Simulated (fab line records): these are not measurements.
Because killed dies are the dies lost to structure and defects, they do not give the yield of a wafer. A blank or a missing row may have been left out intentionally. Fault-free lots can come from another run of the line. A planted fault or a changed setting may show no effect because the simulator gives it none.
The tool behind it: which one?    flow sky130    42 wafers from 14 lots sampled at 7 of the route's 708 steps

## WHAT EACH GAUGE READ, for each wafer
SKY_LI_CONTACT_THK_MEAS_23: measures by xrf.
lot   measured      on             LI_CONTACT_W_THK (nm)
L774  day 30 19:06  film metro-02  379 377 378
L775  day 31 01:03  film metro-04  389 392 389
L776  day 31 05:11  film metro-02  389 401 399
L778  day 31 16:11  film metro-02  401 388 385
L780  day 31 20:41  film metro-04  396 399 402
L783  day 31 21:29  film metro-02  397 391 385
L782  day 31 21:40  film metro-04  396 399 395
L781  day 31 22:32  film metro-03  396 390 377
L784  day 31 23:47  film metro-04  396 395 394
L785  day 32 04:08  film metro-03  390 394 393
L788  day 37 11:20  film metro-04  388 395 396
L792  day 38 01:53  film metro-03  389 386 390
L795  day 38 08:47  film metro-04  385 393 391
L797  day 38 09:11  film metro-03  387 390 390

SKY_CONTACT_THK_MEAS_03.
lot   measured      on             CONTACT_HDPCVD_THK (nm)
L774  day 32 00:31  film metro-02  568 562 573
L775  day 32 05:50  film metro-04  568 563 568
L776  day 32 10:59  film metro-04  559 571 568
L778  day 32 21:03  film metro-01  567 566 570
L780  day 33 02:07  film metro-02  559 562 567
L783  day 33 02:29  film metro-04  562 559 568
L782  day 33 02:49  film metro-04  570 564 560
L781  day 33 03:11  film metro-02  561 562 559
L784  day 33 05:00  film metro-01  570 569 555
L785  day 33 09:51  film metro-04  565 572 561
L788  day 38 16:13  film metro-02  564 571 561
L792  day 39 05:49  film metro-02  567 563 563
L795  day 39 11:48  film metro-02  578 563 295
L797  day 39 12:38  film metro-01  301 563 562

SKY_CONTACT_CD_MEAS_14: the cd target is 170 nm.
lot   measured      on         cd nm (nm)
L774  day 33 04:58  cd sem-01  171.6 171.5 171.5
L775  day 33 10:38  cd sem-01  170.7 171.9 170.9
L776  day 33 14:58  cd sem-02  167.5 169.1 169.1
L778  day 34 01:41  cd sem-01  171.2 170.4 169.8
L780  day 34 05:31  cd sem-02  169.2 169.3 169.1
L783  day 34 05:53  cd sem-02  175.2 173.6 174.4
L782  day 34 06:29  cd sem-01  169.7 169.5 169.7
L781  day 34 07:26  cd sem-02  172.2 170.9 169.4
L784  day 34 08:59  cd sem-01  169.9 170.4 171.6
L785  day 34 13:20  cd sem-02  167.9 169.2 168.5
L788  day 39 17:28  cd sem-02  166.9 167.4 169.1
L792  day 40 07:09  cd sem-01  165.7 167.5 167.2
L795  day 40 13:49  cd sem-02  169.6 171.0 170.3
L797  day 40 15:18  cd sem-01  172.5 173.3 173.6

SKY_CONTACT_RS_MEAS_25: a four-point-probe measurement.
lot   measured      on             CONTACT_W_RS (ohm/sq)
L774  day 33 06:01  film metro-01  0.336 0.334 0.338
L775  day 33 11:51  film metro-01  0.343 0.345 0.343
L776  day 33 16:01  film metro-04  0.337 0.333 0.334
L778  day 34 02:44  film metro-04  0.339 0.339 0.339
L780  day 34 06:34  film metro-02  0.335 0.342 0.342
L783  day 34 06:56  film metro-04  0.337 0.340 0.336
L782  day 34 07:32  film metro-04  0.337 0.345 0.336
L781  day 34 08:29  film metro-04  0.338 0.338 0.339
L784  day 34 10:03  film metro-04  0.334 0.338 0.341
L785  day 34 14:23  film metro-01  0.340 0.341 0.340
L788  day 39 18:31  film metro-01  0.339 0.339 0.342
L792  day 40 08:14  film metro-02  0.334 0.334 0.331
L795  day 40 14:53  film metro-04  0.336 0.334 0.330
L797  day 40 16:21  film metro-04  0.333 0.336 0.332

## WHAT TOOL EACH LOT RAN ON (gives the tool, then ch and the chambers of the sampled wafers, and finally the start)
lot   SKY_CONTACT_HDPCVD_02             SKY_CONTACT_CMP_04             SKY_CONTACT_ETCH_17
L774  hdpcvd-02 ch 1,2, day 32 00:27    cmp-01 ch 1,2, day 32 00:37    rie diel-03 ch 0,2, day 33 05:10
L775  hdpcvd-01 ch 0,1, day 32 05:46    cmp-02 ch 0,2, day 32 05:53    rie diel-01 ch 0,2, day 33 10:50
L776  hdpcvd-02 ch 0,1,2, day 32 10:54  cmp-01 ch 0,2,3, day 32 11:05  rie diel-03 ch 0,2, day 33 15:08
L778  hdpcvd-02 ch 1,2, day 32 20:58    cmp-01 ch 1,2,3, day 32 21:09  rie diel-03 ch 0,1,2, day 34 01:52
L780  hdpcvd-02 ch 0,1, day 33 02:03    cmp-01 ch 0,2,3, day 33 02:11  rie diel-03 ch 0,1,2, day 34 05:43
L783  hdpcvd-01 ch 0,1,2, day 33 02:24  cmp-02 ch 1,2,3, day 33 02:35  rie diel-01 ch 1,2, day 34 06:04
L782  hdpcvd-02 ch 1,2, day 33 02:45    cmp-01 ch 0,2,3, day 33 02:56  rie diel-03 ch 0,1,3, day 34 06:41
L781  hdpcvd-01 ch 0,1, day 33 03:06    cmp-01 ch 0,1,3, day 33 03:14  rie diel-01 ch 0,1,2, day 34 07:37
L784  hdpcvd-01 ch 0,1,2, day 33 04:56  cmp-02 ch 0,1, day 33 05:07    rie diel-01 ch 0,2, day 34 09:11
L785  hdpcvd-01 ch 0,1, day 33 09:46    cmp-02 ch 1,2,3, day 33 09:57  rie diel-03 ch 1,2,3, day 34 13:31
L788  hdpcvd-02 ch 0,2, day 38 16:08    cmp-01 ch 0,1,2, day 38 16:22  rie diel-01 ch 0,1,2, day 39 17:38
L792  hdpcvd-02 ch 0,2, day 39 05:45    cmp-01 ch 0,2,3, day 39 05:53  rie diel-04 ch 0,1,2, day 40 07:20
L795  hdpcvd-01 ch 0,1,2, day 39 11:44  cmp-02 ch 1,2, day 39 11:53    rie diel-04 ch 0,1,3, day 40 13:56
L797  hdpcvd-01 ch 1,2, day 39 12:34    cmp-02 ch 0,2,3, day 39 12:42  rie diel-04 ch 0,1,2, day 40 15:29
- SKY_CONTACT_HDPCVD_02: deposits SiO2, target thk 565 nm, time 94.2 s.
- SKY_CONTACT_CMP_04: polishes SiO2.
- SKY_CONTACT_ETCH_17: etches SiO2 in C4F8/O2/Ar, stops on Si3N4, target depth 340 nm.

## AS READ BY THE TOOLS THEMSELVES (means over the sampled wafers that have a number; for cases with no such wafer, the mark the record gives instead)
SKY_CONTACT_CMP_04.
lot   tool    motor current A (A)  time to endpoint s (s)
L774  cmp-01  11.7                 87
L775  cmp-02  12.5                 79
L776  cmp-01  12.7                 89
L778  cmp-01  12.3                 84
L780  cmp-01  13.0                 84
L783  cmp-02  12.5                 80
L782  cmp-01  12.7                 86
L781  cmp-01  12.1                 84
L784  cmp-02  11.7                 84
L785  cmp-02  12.3                 79
L788  cmp-01  12.4                 81
L792  cmp-01  13.2                 85
L795  cmp-02  12.9                 73
L797  cmp-02  12.4                 70

SKY_CONTACT_ETCH_17.
lot   tool         oes product au (a.u.)
L774  rie diel-03  0.895
L775  rie diel-01  0.891
L776  rie diel-03  0.897
L778  rie diel-03  0.894
L780  rie diel-03  0.888
L783  rie diel-01  0.888
L782  rie diel-03  0.893
L781  rie diel-01  0.892
L784  rie diel-01  0.892
L785  rie diel-03  0.895
L788  rie diel-01  0.891
L792  rie diel-04  0.898
L795  rie diel-04  0.865
L797  rie diel-04  0.872

## THE ANSWER, worked out from the rows above alone
Rule: the usual values come from the lots themselves. Put in order of their means at a reading, lots are off if they are a third of the lots or fewer, leave a main group of 4 or more, and stand apart from it by a gap of 3 or more times the standard deviation of the main group's means; of several such gaps the widest counts. Not used: any main group whose means are identical at the precision the tables above print for the reading. A lot without any number at a reading at which 4 lots or more have one is off too. All remaining lots with rows at the step are treated as sound. Order of review: gauges by route order, followed by the tools' own readings, for which a lot's mean as printed above is used. The first step at which some lot is off is used, and at that step the reading that is off furthest; a lot without a number counts as furthest.
Off: L795, L797, seen at SKY_CONTACT_THK_MEAS_03 (CONTACT_HDPCVD_THK). Mean 565 nm and standard deviation 2 in the main group.
If a tool, at a process step before that reading, ran all the lots that are off and no sound lot after the first of them, it fits. Not tried: the gauges at SKY_CONTACT_THK_MEAS_03; whatever is off there is also off at SKY_CONTACT_ETCH_17, on other tools, and gauge error can't account for it. One fits: hdpcvd-01 at SKY_CONTACT_HDPCVD_02. A fault onset in the window from L785 (day 33 09:46, its last sound lot) to L795 (day 39 11:44, its first lot off) fits.

## WHAT THE SIMULATOR HAD PUT IN
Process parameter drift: hdpcvd-01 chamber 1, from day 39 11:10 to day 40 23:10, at SKY_CONTACT_HDPCVD_02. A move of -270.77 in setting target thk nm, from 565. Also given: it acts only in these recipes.
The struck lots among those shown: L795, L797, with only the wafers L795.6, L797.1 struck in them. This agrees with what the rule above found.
